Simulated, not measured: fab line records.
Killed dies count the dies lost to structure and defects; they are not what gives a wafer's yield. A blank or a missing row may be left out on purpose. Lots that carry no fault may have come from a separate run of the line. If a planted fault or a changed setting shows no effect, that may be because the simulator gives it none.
Which tool was responsible? | flow sfq-line | 14 lots, 41 wafers sampled, at 1 step of a route of 325

## WHAT THE GAUGES READ, wafer by wafer
The record lacks any reading of a measuring or inspecting step that a usual standard deviation could be used to judge.

## WHAT TOOL EACH LOT RAN ON (gives the tool, then ch and the chambers of the sampled wafers, and finally the start)
lot  | SFQ_TRILAYER_I4_VIA_LITHO_PEB_106
L960 | litho-track-03 ch 0, day 47 07:35
L962 | litho-track-01 ch 0, day 47 14:47
L963 | litho-track-01 ch 0, day 47 20:47
L964 | litho-track-03 ch 0, day 47 21:59
L965 | litho-track-04 ch 0, day 48 04:07
L966 | litho-track-04 ch 0, day 48 09:22
L967 | litho-track-01 ch 0, day 48 10:34
L968 | litho-track-04 ch 0, day 48 20:29
L969 | litho-track-01 ch 0, day 49 03:41
L971 | litho-track-01 ch 0, day 50 08:31
L972 | litho-track-01 ch 0, day 50 10:55
L981 | litho-track-03 ch 0, day 51 21:20
L982 | litho-track-03 ch 0, day 53 20:36
L983 | litho-track-04 ch 0, day 58 10:27
- SFQ_TRILAYER_I4_VIA_LITHO_PEB_106: peb time 60 s.

## WHAT THE TOOLS THEMSELVES READ (means of the sampled wafers that have a number; where no wafer has one, the mark that the record gives instead)
SFQ_TRILAYER_I4_VIA_LITHO_PEB_106.
lot  | tool           | heater-power-total-W (W)
L960 | litho-track-03 | 79.12
L962 | litho-track-01 | 79.09
L963 | litho-track-01 | 79.05
L964 | litho-track-03 | 79.13
L965 | litho-track-04 | 79.19
L966 | litho-track-04 | 79.16
L967 | litho-track-01 | 79.18
L968 | litho-track-04 | 79.15
L969 | litho-track-01 | 79.21
L971 | litho-track-01 | 82.31
L972 | litho-track-01 | 83.78
L981 | litho-track-03 | 79.14
L982 | litho-track-03 | 79.13
L983 | litho-track-04 | 79.15

## THE ANSWER, worked out from the rows above alone
Rule: usual is defined by the lots themselves. Put in order of their means at a reading, lots are off if they are a third of the lots or fewer, leave a main group of 4 or more, and stand apart from it by a gap of 3 or more times the standard deviation of the main group's means; of several such gaps the widest counts. A main group is skipped when, at the precision printed for the reading in the tables above, its means are all equal. Also off: a lot with no number at a reading for which 4 or more lots have one. The other lots that the step has rows for count as sound. The gauges are gone through in route order, then the tools' own readings, and for those a lot's mean is taken as printed above. The first step at which some lot is off is used, and at that step the reading that is off furthest; a lot without a number counts as furthest.
Off at SFQ_TRILAYER_I4_VIA_LITHO_PEB_106 (heater-power-total-W): L971, L972. The main group has a mean of 79.14 W with a standard deviation of 0.042.
A tool fits if, at that step or a process step before it, it ran every lot that is off, and no sound lot after the first of them. One candidate fits, namely litho-track-01 at SFQ_TRILAYER_I4_VIA_LITHO_PEB_106. Its last sound lot is L969 (day 49 03:41), its first lot that is off L971 (day 50 08:31): a fault that began between those two fits.
The tool's own readings at SFQ_TRILAYER_I4_VIA_LITHO_PEB_106 bear it out: on the lots that are off they differ by more than 5 times the standard deviation of the sound lots' means. heater-power-total-W reads 83.05 W there against 79.14 W on the sound lots.

## WHAT THE SIMULATOR HAD INSERTED
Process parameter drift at SFQ_TRILAYER_I4_VIA_LITHO_PEB_106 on litho-track-01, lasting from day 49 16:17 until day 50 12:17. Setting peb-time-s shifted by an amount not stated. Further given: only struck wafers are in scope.
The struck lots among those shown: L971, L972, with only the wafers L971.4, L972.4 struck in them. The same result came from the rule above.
